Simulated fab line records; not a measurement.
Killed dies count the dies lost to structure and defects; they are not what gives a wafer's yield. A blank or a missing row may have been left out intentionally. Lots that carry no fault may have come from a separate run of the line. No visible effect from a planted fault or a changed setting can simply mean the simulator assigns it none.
Check of tool commonality	flow gf180mcu	13 lots, 45 wafers sampled

== WHAT PROMPTED THE OPENING ==
Of 13 lots, 2 have the reading M3_ALCU_RS flagged at GF_M3_RS_MEAS_05. Wafers without a fault read 0.0697 ohm/sq, standard deviation 0.00077.
Rule: a lot is flagged when every wafer of it that has a number lies more than 4 standard deviations from that mean, or none has a number. The other lots count as sound.

lot	measured	on	M3_ALCU_RS (ohm/sq), wafer by wafer	flag
L994	day 20 20:18	filmMetro-02	0.0692 0.0699 0.0693	
L996	day 21 10:14	filmMetro-02	0.0684 0.0682 0.0684	
L999	day 22 08:29	filmMetro-02	0.0699 0.0694 0.0695	
L101	day 22 19:57	filmMetro-04	0.0688 0.0688 0.0689	
L102	day 23 10:30	filmMetro-04	0.0694 0.0698 0.0708	
L103	day 23 16:05	filmMetro-02	0.0701 0.0706 0.0696	
L105	day 24 11:35	filmMetro-02	0.0694 0.0712 0.0712	
L106	day 24 18:07	filmMetro-02	0.0362 0.0361 0.0362 0.0362 0.0361 0.0362	FLAGGED
L107	day 25 02:58	filmMetro-01	0.0693 0.0702 0.0697	
L110	day 26 00:03	filmMetro-01	0.0362 0.0362 0.0361 0.0362 0.0361 0.0361	FLAGGED
L112	day 26 18:34	filmMetro-01	0.0705 0.0701 0.0706	
L115	day 27 17:46	filmMetro-01	0.0693 0.0691 0.0698	
L116	day 27 19:25	filmMetro-04	0.0696 0.0704 0.0700	
The numbers of the flagged lots are 0.0362 ohm/sq on average: -0.0335 ohm/sq against the usual, or -44 standard deviations.

== WHICH TOOL RAN EACH LOT ==
Before the reading, the record contains 4 process steps out of a 602-step route. Each cell gives the tool, then ch followed by the chambers the sampled wafers passed through, then the start.
lot	flag	GF_V2_ETCH_17	GF_V2_SPUTTER_21	GF_M3_SPUTTER_00	GF_M3_SPUTTER_02
L994		rieDiel-01 ch 1,3, day 20 19:22 or earlier	pvdSputter-04, day 20 19:22	pvdSputter-01, day 20 20:04	pvdSputter-01, day 20 20:11
L996		rieDiel-02 ch 0,2,3, day 21 09:20 or earlier	pvdSputter-03, day 21 09:20	pvdSputter-01, day 21 10:01	pvdSputter-01, day 21 10:09
L999		rieDiel-03 ch 0,2,3, day 22 07:32 or earlier	pvdSputter-03, day 22 07:32	pvdSputter-01, day 22 08:13	pvdSputter-01, day 22 08:21
L101		rieDiel-01 ch 0,2, day 22 19:01 or earlier	pvdSputter-02, day 22 19:01	pvdSputter-03, day 22 19:43	pvdSputter-03, day 22 19:50
L102		rieDiel-03 ch 0,1,2, day 23 09:33 or earlier	pvdSputter-04, day 23 09:33	pvdSputter-04, day 23 10:14	pvdSputter-04, day 23 10:22
L103		rieDiel-03 ch 1,3, day 23 15:09 or earlier	pvdSputter-03, day 23 15:09	pvdSputter-01, day 23 15:52	pvdSputter-01, day 23 15:59
L105		rieDiel-03 ch 1,2, day 24 10:41 or earlier	pvdSputter-02, day 24 10:41	pvdSputter-03, day 24 11:22	pvdSputter-03, day 24 11:30
L106	FLAGGED	rieDiel-03 ch 0,1,3, day 24 17:12 or earlier	pvdSputter-03, day 24 17:12	pvdSputter-01, day 24 17:54	pvdSputter-01, day 24 18:02
L107		rieDiel-01 ch 0,2,3, day 25 02:02 or earlier	pvdSputter-03, day 25 02:02	pvdSputter-04, day 25 02:43	pvdSputter-04, day 25 02:51
L110	FLAGGED	rieDiel-02 ch 0,1,2, day 25 23:07 or earlier	pvdSputter-03, day 25 23:07	pvdSputter-01, day 25 23:49	pvdSputter-01, day 25 23:56
L112		rieDiel-01 ch 1,2,3, day 26 17:39 or earlier	pvdSputter-04, day 26 17:39	pvdSputter-04, day 26 18:21	pvdSputter-04, day 26 18:29
L115		rieDiel-02 ch 1,2, day 27 16:49 or earlier	pvdSputter-03, day 27 16:49	pvdSputter-04, day 27 17:30	pvdSputter-04, day 27 17:38
L116		rieDiel-02 ch 0,2,3, day 27 18:29 or earlier	pvdSputter-03, day 27 18:29	pvdSputter-04, day 27 19:10	pvdSputter-04, day 27 19:18
What is done by these steps:
- GF_V2_ETCH_17: etches SiO2 in C4F8/O2/Ar, stops on TiN, target depth 630 nm.
- GF_V2_SPUTTER_21: material Ti, target thk 15 nm, time 80.02 s.
- GF_M3_SPUTTER_00: material Ti, target thk 37.5 nm, time 150 s.
- GF_M3_SPUTTER_02: material AlCu, target thk 450 nm, time 23.9 s.
- GF_M3_RS_MEAS_05: measures by four-point-probe.

== FLAGGED OVER TOTAL, TOOL BY TOOL (the gauges that took the reading come last) ==
step	tool	lots run	flagged	share of the flagged lots	sound lots run after its first flagged lot
GF_V2_ETCH_17	rieDiel-01	4	0	none	-
GF_V2_ETCH_17	rieDiel-02	4	1	some	2 (L115,L116)
GF_V2_ETCH_17	rieDiel-03	5	1	some	0
GF_V2_SPUTTER_21	pvdSputter-02	2	0	none	-
GF_V2_SPUTTER_21	pvdSputter-03	8	2	all	3 (L107,L115,L116)
GF_V2_SPUTTER_21	pvdSputter-04	3	0	none	-
GF_M3_SPUTTER_00	pvdSputter-01	6	2	all	0
GF_M3_SPUTTER_00	pvdSputter-03	2	0	none	-
GF_M3_SPUTTER_00	pvdSputter-04	5	0	none	-
GF_M3_SPUTTER_02	pvdSputter-01	6	2	all	0
GF_M3_SPUTTER_02	pvdSputter-03	2	0	none	-
GF_M3_SPUTTER_02	pvdSputter-04	5	0	none	-
GF_M3_RS_MEAS_05	filmMetro-01	4	1	some	2 (L112,L115)
GF_M3_RS_MEAS_05	filmMetro-02	6	1	some	0
GF_M3_RS_MEAS_05	filmMetro-04	3	0	none	-
GF_V2_ETCH_17: start missing for some lots; hours and lot order therefore follow GF_V2_SPUTTER_21.

== WHAT IS ALLOWED BY THE TABLE ==
All flagged lots were run by 3 table rows, namely pvdSputter-03 at GF_V2_SPUTTER_21, pvdSputter-01 at GF_M3_SPUTTER_00, pvdSputter-01 at GF_M3_SPUTTER_02.
- pvdSputter-03 at GF_V2_SPUTTER_21 ran 8 lots, 2 of them flagged. Sound lots followed the first flagged one (L107, L115, L116) on it, something a lasting fault affecting the whole tool could not allow.
- pvdSputter-01 at GF_M3_SPUTTER_00 ran 6 lots, 2 of them flagged. A fault beginning between L103 (day 23 15:52), its last sound lot, and L106 (day 24 17:54), its first flagged one, fits the data.
- pvdSputter-01 at GF_M3_SPUTTER_02 ran 6 lots, 2 of them flagged. A fault beginning between L103 (day 23 15:59), its last sound lot, and L106 (day 24 18:02), its first flagged one, fits the data.
Left over: one tool, pvdSputter-01 at GF_M3_SPUTTER_00 and GF_M3_SPUTTER_02.

== WHAT WAS PUT IN BY THE SIMULATOR ==
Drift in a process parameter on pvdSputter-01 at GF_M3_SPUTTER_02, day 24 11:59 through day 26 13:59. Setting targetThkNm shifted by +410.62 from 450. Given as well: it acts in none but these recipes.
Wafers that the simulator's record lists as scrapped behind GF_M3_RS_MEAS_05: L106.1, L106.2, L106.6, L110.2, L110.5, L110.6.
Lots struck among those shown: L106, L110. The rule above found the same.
